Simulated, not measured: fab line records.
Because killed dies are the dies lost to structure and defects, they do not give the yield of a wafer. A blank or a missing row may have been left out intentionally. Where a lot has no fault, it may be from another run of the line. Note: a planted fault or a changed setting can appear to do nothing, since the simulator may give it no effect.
What tool caused it? ; flow gf180mcu ; Sampling: 13 lots, 39 wafers, 4 of 602 route steps

== WHAT EACH GAUGE READ, for each wafer ==
GF_M3_OVL_MEAS_15. Usual: for M3_OVL the level is 2 nm and the standard deviation is 5.9.
lot;measured;on;M3_OVL (nm);flag
L226;day 20 11:28;overlay-02;11 7 10;
L228;day 22 04:32;overlay-01;4 4 6;
L230;day 22 13:19;overlay-01;5 2 -3;
L233;day 23 21:31;overlay-01;-2 -4 -5;
L235;day 24 02:31;overlay-02;-4 2 3;
L237;day 24 12:20;overlay-02;-13 -9 -13;
L238;day 25 00:07;overlay-02;3 9 5;
L239;day 25 17:46;overlay-01;0 5 1;
L240;day 25 19:10;overlay-01;-5 2 1;
L241;day 26 05:43;overlay-02;1 -1 5;
L245;day 27 09:19;overlay-01;4 11 3;
L247;day 27 22:25;overlay-02;-7 -4 -4;
L249;day 28 14:44;overlay-01;10 9 10;

GF_V3_THK_MEAS_25: measures by xrf. Usual: for V3_W_THK the level is 346 nm and the standard deviation is 4.6.
lot;measured;on;V3_W_THK (nm);flag
L226;day 21 14:17;film-metro-04;341 346 342;
L228;day 23 07:24;film-metro-03;347 345 348;
L230;day 23 15:35;film-metro-04;339 341 338;
L233;day 24 23:14;film-metro-03;351 353 348;
L235;day 25 03:13;film-metro-04;348 354 346;
L237;day 25 13:29;film-metro-01;343 341 342;
L238;day 26 01:26;film-metro-01;350 349 350;
L239;day 26 17:01;film-metro-03;348 348 349;
L240;day 26 18:36;film-metro-04;339 338 339;
L241;day 27 06:00;film-metro-03;344 344 342;
L245;day 28 08:02;film-metro-03;350 355 346;
L247;day 28 19:51;film-metro-01;350 346 348;
L249;day 29 11:55;film-metro-03;350 351 349;

== TOOL THAT RAN EACH LOT (tool first, then ch and the chambers of the sampled wafers, then the start) ==
lot;GF_V3_ETCH_16;GF_V3_ETCH_17
L226;rie-diel-04 ch 1,2,3, day 21 13:17;rie-diel-04 ch 1,2,3, day 21 13:00
L228;rie-diel-03 ch 0,2, day 23 06:16;rie-diel-03 ch 0,2, day 23 06:00
L230;rie-diel-02 ch 2,3, day 23 14:32;rie-diel-02 ch 2,3, day 23 14:00
L233;rie-diel-02 ch 0,1, day 24 22:13;rie-diel-02 ch 0,1, day 24 22:00
L235;rie-diel-02 ch 1,2,3, day 25 02:13;rie-diel-02 ch 1,2,3, day 25 02:00
L237;rie-diel-04 ch 0,2, day 25 12:08;rie-diel-04 ch 0,2, day 25 12:00
L238;rie-diel-02 ch 0,2,3, day 26 00:04;rie-diel-02 ch 0,2,3, day 26 00:00
L239;rie-diel-02 ch 0,1,3, day 26 15:58;rie-diel-02 ch 0,1,3, day 26 16:00
L240;rie-diel-04 ch 0,2,3, day 26 17:34;rie-diel-04 ch 0,2,3, day 26 17:00
L241;rie-diel-02 ch 0,1,3, day 27 04:58;rie-diel-02 ch 0,1,3, day 27 05:00
L245;rie-diel-04 ch 0,2,3, day 28 07:01;rie-diel-04 ch 0,2,3, day 28 07:00
L247;rie-diel-02 ch 2,3, day 28 18:52;rie-diel-02 ch 2,3, day 28 18:00
L249;rie-diel-04 ch 0,1,2, day 29 10:52;rie-diel-04 ch 0,1,2, day 29 10:00
- GF_V3_ETCH_16: etches BARC in N2/H2.
- GF_V3_ETCH_17: etches SiO2 in C4F8/O2/Ar, stops on TiN, target depth 635 nm.

== WHAT THE TOOLS THEMSELVES READ (means of the sampled wafers that have a number; where no wafer has one, the mark that the record gives instead) ==
GF_V3_ETCH_16. Usual: bias-w 100.00 W, standard deviation 0.3; drypump-motor-current-A 5.7 A, standard deviation 0.46; h2-flow-sccm 199.9 sccm, standard deviation 0.58; oes-product-au 0.855 a.u., standard deviation 0.0047; throttle-valve-pct 13.225 %, standard deviation 0.0091.
lot;tool;bias-w (W);drypump-motor-current-A (A);h2-flow-sccm (sccm);oes-product-au (a.u.);throttle-valve-pct (%);flag
L226;rie-diel-04;99.99;5.2;200.0;0.852;13.224;
L228;rie-diel-03;100.16;6.1;199.6;0.857;13.217;
L230;rie-diel-02;99.98;5.5;199.8;0.853;13.219;
L233;rie-diel-02;99.76;5.7;200.4;0.848;13.226;
L235;rie-diel-02;99.88;5.7;199.9;0.855;13.223;
L237;rie-diel-04;100.09;5.6;200.3;0.857;13.224;
L238;rie-diel-02;99.90;5.4;200.0;0.856;13.229;
L239;rie-diel-02;99.92;5.7;199.6;0.857;13.230;
L240;rie-diel-04;99.90;5.7;199.8;0.858;13.217;
L241;rie-diel-02;99.90;5.7;200.3;0.854;13.231;
L245;rie-diel-04;100.21;5.7;200.1;0.855;13.224;
L247;rie-diel-02;99.97;5.5;199.9;0.854;13.222;
L249;rie-diel-04;99.88;5.6;200.2;0.856;13.237;

GF_V3_ETCH_17. Usual: bias-w 1200 W, standard deviation 3.4; oes-product-au 0.856 a.u., standard deviation 0.004.
lot;tool;bias-w (W);oes-product-au (a.u.);flag
L226;rie-diel-04;1199;0.856;
L228;rie-diel-03;1201;0.859;
L230;rie-diel-02;1200;0.853;
L233;rie-diel-02;1201;0.852;
L235;rie-diel-02;1200;0.852;
L237;rie-diel-04;1199;0.858;
L238;rie-diel-02;1200;0.855;
L239;rie-diel-02;1202;0.862;
L240;rie-diel-04;1200;0.851;
L241;rie-diel-02;1415;0.856;OFF
L245;rie-diel-04;1199;0.854;
L247;rie-diel-02;1414;0.856;OFF
L249;rie-diel-04;1199;0.856;

== THE ANSWER, worked out from the rows above alone ==
Rule: lot off if the mean of its wafers having a number is beyond 3 standard deviations from the usual mean. A lot without any number at a reading at which 4 lots or more have one is off too. Any other lot the step has rows for is counted as sound. The gauges are gone through in route order, then the tools' own readings, and for those a lot's mean is taken as printed above. At the first step where some lot is off, the reading lying furthest off is the one used; lots without a number count as furthest.
Off: L241, L247 (GF_V3_ETCH_17, bias-w).
A tool fits if, at that step or a process step before it, it ran every lot that is off, and no sound lot after the first of them. One fits: rie-diel-02 at GF_V3_ETCH_16 and GF_V3_ETCH_17. At GF_V3_ETCH_16 its last sound lot is L239 (day 26 15:58), its first lot that is off L241 (day 27 04:58): a fault that began between those two fits.

== WHAT WAS PUT IN BY THE SIMULATOR ==
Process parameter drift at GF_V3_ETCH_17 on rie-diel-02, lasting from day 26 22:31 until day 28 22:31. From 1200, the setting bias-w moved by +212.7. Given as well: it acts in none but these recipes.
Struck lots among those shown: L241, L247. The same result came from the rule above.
